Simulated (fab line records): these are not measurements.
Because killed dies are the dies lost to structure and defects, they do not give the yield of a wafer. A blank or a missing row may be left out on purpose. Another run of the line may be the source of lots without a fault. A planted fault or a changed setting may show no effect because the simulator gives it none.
A struck lot beside a sound one -- flow sky130 -- 36 out of 708 route steps
Sound: these wafers, L137.2, L137.3, L137.4. Wafers struck: L145.3, L145.4, L145.5. The cause is named last.
Order at every step that has rows: each side's tool, ch and its chambers, its first start. Under that, the readings that differ: sound wafers -- struck wafers -- difference of the means -- sigmas: that difference in standard deviations of wafers without a fault.
alike: readings with means less than 2 such deviations apart, plus words and numbers identical on both sides. not compared: withheld readings, readings lacking a value on some wafer, bounds such as >300 that could conceal the same value, and numbers that have no deviation in the record and whose values overlap.
The two part at a step that has a row with sigmas, a row that says differs or no value, or rows on one side only. When numbers do not overlap yet have no deviation, they are printed without sigmas and do not part them. A reading that every wafer of one side lacks parts them only if that side has two wafers or more.

first, 10 steps without rows for these wafers: SKY_POLY_CUT_ETCH_10 (etches BARC in N2/H2, stops on SiO2, time 45.9 s, target depth 60 nm); SKY_POLY_CUT_ETCH_11 (etches Si3N4 in CF4/CH2F2/Ar, stops on poly-Si, time 42.5 s, target depth 60 nm); SKY_POLY_CUT_STRIP_12 (strips in O2/N2); SKY_SD_P_DEHYDRATE_00 (time 60 s); SKY_SD_P_HMDS_01 (prime time 60 s); SKY_SD_P_COAT_02 (resist thk 1140 nm); SKY_SD_P_SOFTBAKE_03 (time 60 s); SKY_SD_P_EXPOSE_04 (exposes mask PSDM, target cd 380 nm); SKY_SD_P_PEB_05; SKY_SD_P_DEVELOP_06 (develop time 60 s).
SKY_SD_P_IMPLANT_09:
  sound on implanter-03 ch 0, day 28 22:10; struck on implanter-01 ch 0, day 31 11:04
reading,sound,struck,difference,sigmas
beam_energy_keV,19.997 19.989 19.983,25.040 25.042 25.047,+5.053,+99 or more
model.implant.rp_nm (nm),17.3 17.3 17.3,21.12 21.12 21.12,+3.82,
model.implant.drp_nm (nm),9.746 9.746 9.746,11.42 11.42 11.42,+1.67,
SKY_SD_P_STRIP_10: strips in O2/N2.
  sound on plasma_asher-01 ch 0,1, day 28 22:17; struck on plasma_asher-01 ch 0,1, day 31 11:11
reading,sound,struck,difference,sigmas
oes_product_au (a.u.),0.628 0.612 0.613,0.603 0.607 0.601,-0.014,-3
strip_time_to_endpoint_s (s),17.49 17.46 17.46,18.18 18.17 18.21,+0.72,+18
  alike: drypump_motor_current_A
  not compared: rf_hours_counter_h
SKY_SD_P_TW_MEAS_11:
  sound on film_metro-01, day 28 22:24; struck on film_metro-04, day 31 11:17
reading,sound,struck,difference,sigmas
SD_P_TW,2819 2833 2831,2949 2942 2928,+112,+3
then, 21 steps without rows for these wafers: SKY_RES_XHIGH_DEHYDRATE_00 (time 60 s); SKY_RES_XHIGH_HMDS_01 (prime time 60 s); SKY_RES_XHIGH_COAT_02 (resist thk 1140 nm); SKY_RES_XHIGH_SOFTBAKE_03 (time 60 s); SKY_RES_XHIGH_EXPOSE_04 (exposes mask URPM, target cd 1270 nm); SKY_RES_XHIGH_PEB_05; SKY_RES_XHIGH_DEVELOP_06 (develop time 60 s); SKY_RES_XHIGH_IMPLANT_07; SKY_RES_XHIGH_STRIP_08 (strips in O2/N2); SKY_SD_N_DEHYDRATE_00 (time 60 s); SKY_SD_N_HMDS_01 (prime time 60 s); SKY_SD_N_COAT_02 (resist thk 1140 nm); SKY_SD_N_SOFTBAKE_03 (time 60 s); SKY_SD_N_EXPOSE_04 (exposes mask NSDM, target cd 380 nm); SKY_SD_N_PEB_05; SKY_SD_N_DEVELOP_06 (develop time 60 s); SKY_SD_N_IMPLANT_09; SKY_SD_N_IMPLANT_10; SKY_SD_N_STRIP_11 (strips in O2/N2); SKY_SD_N_CLEAN_13 (cleans in SC1/SC2, time 150 s); SKY_SD_N_RTA_14 (time 2 s).
-- the record jumps here: 2 days lie between the struck wafers' starts before and after --
SKY_SD_N_RS_MEAS_17: a four-point-probe measurement.
  sound on film_metro-04, day 31 06:56; struck on film_metro-03, day 33 18:06
reading,sound,struck,difference,sigmas
SD_P_RS (ohm/sq),146.8 147.4 146.9,132.3 132.1 132.2,-14.8,-38
-- record jumps: 16 days separate the struck wafers' starts on either side; left off in module SD_N, taken up again in module PAD_OPEN, whose first shown step is the route's number 708 --
SKY_PAD_OPEN_PROBE_99:
  sound on prober-02, day 48 01:02; struck on prober-01, day 49 18:31
reading,sound,struck,difference,sigmas
model.etest.pfet_01v8.r_on_ohm_um,3053 3036 2976,2868 2844 2885,-156,
model.etest.res_pdiff.line_ohm_um,1389 1392 1388,1263 1263 1241,-134,
model.etest.res_pdiff_hv.rs_ohm_sq,194.2 194 193.7,170.6 172 172,-22.4,
model.etest.res_pdiff.rs_ohm_sq,199.6 198 198.3,179.1 178.8 180.8,-19.1,
model.etest.pfet_01v8.drive_ua_um,180.3 181.7 185.4,195.2 196 194.5,+12.8,
model.etest.sram_pfet_latch.drive_ua_um,128.9 132.9 138.1,145.5 145.8 146.3,+12.6,
model.etest.pfet_01v8_hvt.drive_ua_um,134 134.7 137.7,147.5 145.5 145.2,+10.6,
model.etest.pfet_01v8.off_log10_a_um,-10.37 -10.57 -10.26,-9.547 -9.621 -9.532,+0.833,
  alike: killed_at_M0_to_M3, killed_at_M4_up, killed_at_contacts, killed_at_front_end, killed_at_other, killed_dies, killed_open, killed_short

WHERE THEY PART
First at SKY_SD_P_IMPLANT_09; last, within this record, at SKY_SD_N_RS_MEAS_17. Later steps at which nothing parts them and some readings are alike: SKY_PAD_OPEN_PROBE_99.

WHY: what the simulator had put in
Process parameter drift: implanter-01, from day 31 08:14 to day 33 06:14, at SKY_SD_P_IMPLANT_09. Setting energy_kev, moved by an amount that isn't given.
